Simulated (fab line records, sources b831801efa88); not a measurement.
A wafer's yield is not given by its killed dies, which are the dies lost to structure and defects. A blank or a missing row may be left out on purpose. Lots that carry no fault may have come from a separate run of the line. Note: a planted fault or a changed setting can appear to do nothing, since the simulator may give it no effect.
A lot that was struck, set against a sound lot ; flow sky130 ; 28 steps out of a route of 708
Sound: the wafers L899.2, L899.3, L899.5. Struck: wafers L912.2, L912.4 (left out: L912.5, a lot-mate that was not struck); the cause follows at the end.
For every step that has rows: the tool of each side, followed by ch and its chambers, followed by its first start. Under that, the readings that differ: sound wafers ; struck wafers ; difference of the means ; sigmas: that difference in standard deviations of wafers without a fault.
alike: readings whose means differ by less than 2 such deviations, and words and numbers that are the same on both sides. not compared: withheld readings, readings that some wafer has no value for, bounds like >300 that may hide the same value, and numbers for which the record gives no deviation and whose values overlap.
The two part at a step that has a row with sigmas, a row that says differs or no value, or rows on one side only. Non-overlapping numbers with no deviation appear without sigmas and do not part them. A reading that every wafer of one side lacks parts them only if that side has two wafers or more.

first, 1 step without rows for these wafers: SKY_VIA4_ETCH_12 (etches SiO2 in C4F8/O2/Ar, stops on TiN, target depth 580 nm).
SKY_VIA4_STRIP_13: strips in O2/N2.
  sound on plasma asher-03 ch 0,1, day 43 15:30; struck on plasma asher-02 ch 0,1, day 47 04:11
  alike: drypump motor current A, oes product au, strip time to endpoint s
  not compared: rf hours counter h
then, 5 steps without rows for these wafers: SKY_VIA4_STRIP_14 (strips in post etch residue remover, time 1200 s); SKY_VIA4_CLEAN_15 (cleans in IPA, time 180 s); SKY_VIA4_CLEAN_16 (cleans in O3/DIW); SKY_VIA4_SPUTTER_17 (material TiN, target thk 20 nm, time 80 s); SKY_VIA4_CVD_18 (deposits W, target thk 505 nm, time 152.14 s).
SKY_VIA4_RS_MEAS_19: measures by four-point-probe.
  sound: film metro-04 at day 43 16:19; struck: film metro-01 at day 47 05:01
  alike: VIA4_W_RS
SKY_VIA4_THK_MEAS_20: measures by xrf.
  sound: film metro-04 at day 43 16:26; struck: film metro-01 at day 47 05:07
  alike: VIA4_W_THK
then, 2 steps without rows for these wafers: SKY_VIA4_CMP_21 (polishes, stops on SiO2, t overpolish 25 s, target thk 0 nm); SKY_METAL5_SPUTTER_00 (material Ti, target thk 15 nm, time 10 s).
SKY_METAL5_SPUTTER_01: material TiN, target thk 20 nm, time 16.7 s.
  sound: pvd sputter-04 at day 43 16:48; struck: pvd sputter-03 at day 47 05:29
  alike: throttle valve pct
SKY_METAL5_SPUTTER_02: material AlCu, target thk 1150 nm, time 61.2 s.
  sound: pvd sputter-04 at day 43 16:50; struck: pvd sputter-03 at day 47 05:31
reading;sound;struck;difference;sigmas
model.AlCu_of_METAL5_SPUTTER_02.thk nm (nm);1146 1151 1146;524.9 537.1;-616.7;
  alike: throttle valve pct
then, 1 step without rows for these wafers: SKY_METAL5_SPUTTER_03 (material Ti, target thk 5 nm, time 3.3 s).
SKY_METAL5_SPUTTER_04: material TiN, target thk 70 nm, time 58.3 s.
  sound: pvd sputter-04 at day 43 16:54; struck: pvd sputter-03 at day 47 05:35
  alike: throttle valve pct
SKY_METAL5_RS_MEAS_05: measures by four-point-probe.
  sound: film metro-04 at day 43 16:58; struck: film metro-02 at day 47 05:40
reading;sound;struck;difference;sigmas
METAL5_ALCU_RS (ohm/sq);0.02717 0.02701 0.02716;0.05964 0.05833;+0.03187;+99 or more
SKY_METAL5_THK_MEAS_06: measures by xrf.
  sound: film metro-04 at day 43 17:05; struck: film metro-02 at day 47 05:46
reading;sound;struck;difference;sigmas
METAL5_ALCU_THK (nm);1138 1146 1143;528 536;-610;-55
then, 7 steps without rows for these wafers: SKY_METAL5_DEHYDRATE_07 (time 60 s); SKY_METAL5_HMDS_08 (prime time 60 s); SKY_METAL5_COAT_09 (resist thk 1800 nm); SKY_METAL5_SOFTBAKE_10 (time 60 s); SKY_METAL5_EXPOSE_11 (exposes mask MM5, target cd 1600 nm); SKY_METAL5_PEB_12; SKY_METAL5_DEVELOP_13 (develop time 60 s).
SKY_METAL5_DESCUM_14: chemistry O2, time 11 s.
  sound on rie metal-04 ch 0, day 44 15:31; struck on rie metal-02 ch 0, day 48 00:16
reading;sound;struck;difference;sigmas
oes product au (a.u.);0.989 0.994 0.984;1.006 1.004;+0.016;+2
  alike: drypump motor current A
  not compared: rf hours counter h
SKY_METAL5_METAL_ETCH_15: etches the open film in Cl2/BCl3, stops on SiO2, target depth 1260 nm, time 252 s.
  sound on rie metal-04 ch 0, day 44 15:33; struck on rie metal-02 ch 0, day 48 00:19
reading;sound;struck;difference;sigmas
oes product au (a.u.);0.899 0.899 0.897;0.649 0.655;-0.246;-51
  alike: drypump motor current A, throttle valve pct
  not compared: rf hours counter h
SKY_METAL5_STRIP_16: strips in O2/N2.
  sound on plasma asher-04 ch 0,1, day 44 15:47; struck on plasma asher-03 ch 0, day 48 00:32
  alike: drypump motor current A, oes product au, strip time to endpoint s
  not compared: rf hours counter h
SKY_PAD_OPEN_PROBE_99:
  sound: prober-02 at day 46 12:04; struck: prober-01 at day 49 15:49
reading;sound;struck;difference;sigmas
model.etest.via4 chain.rc ohm;0.7648 0.814 0.7716;0.8708 0.8865;+0.0952;
model.etest.met5.rs ohm sq;0.02738 0.02703 0.02756;0.06015 0.05871;+0.03211;
model.etest.met5.line ohm um;0.01713 0.01691 0.01723;0.03746 0.03653;+0.01990;
  alike: defect limited yield, killed_at_M0_to_M3, killed_at_M4_up, killed at contacts, killed at front end, killed at other, killed dies, killed open, killed short, sort_bin_3_pad_short, sort_bin_5_function, sort_bin_6_memory, sort n pass, sort yield pct

== WHERE THEY PART ==
Earliest at SKY_METAL5_RS_MEAS_05; latest, in this record, at SKY_METAL5_METAL_ETCH_15. Later steps at which nothing parts them and some readings are alike: SKY_METAL5_STRIP_16, SKY_PAD_OPEN_PROBE_99.

WHY: what the simulator had put in
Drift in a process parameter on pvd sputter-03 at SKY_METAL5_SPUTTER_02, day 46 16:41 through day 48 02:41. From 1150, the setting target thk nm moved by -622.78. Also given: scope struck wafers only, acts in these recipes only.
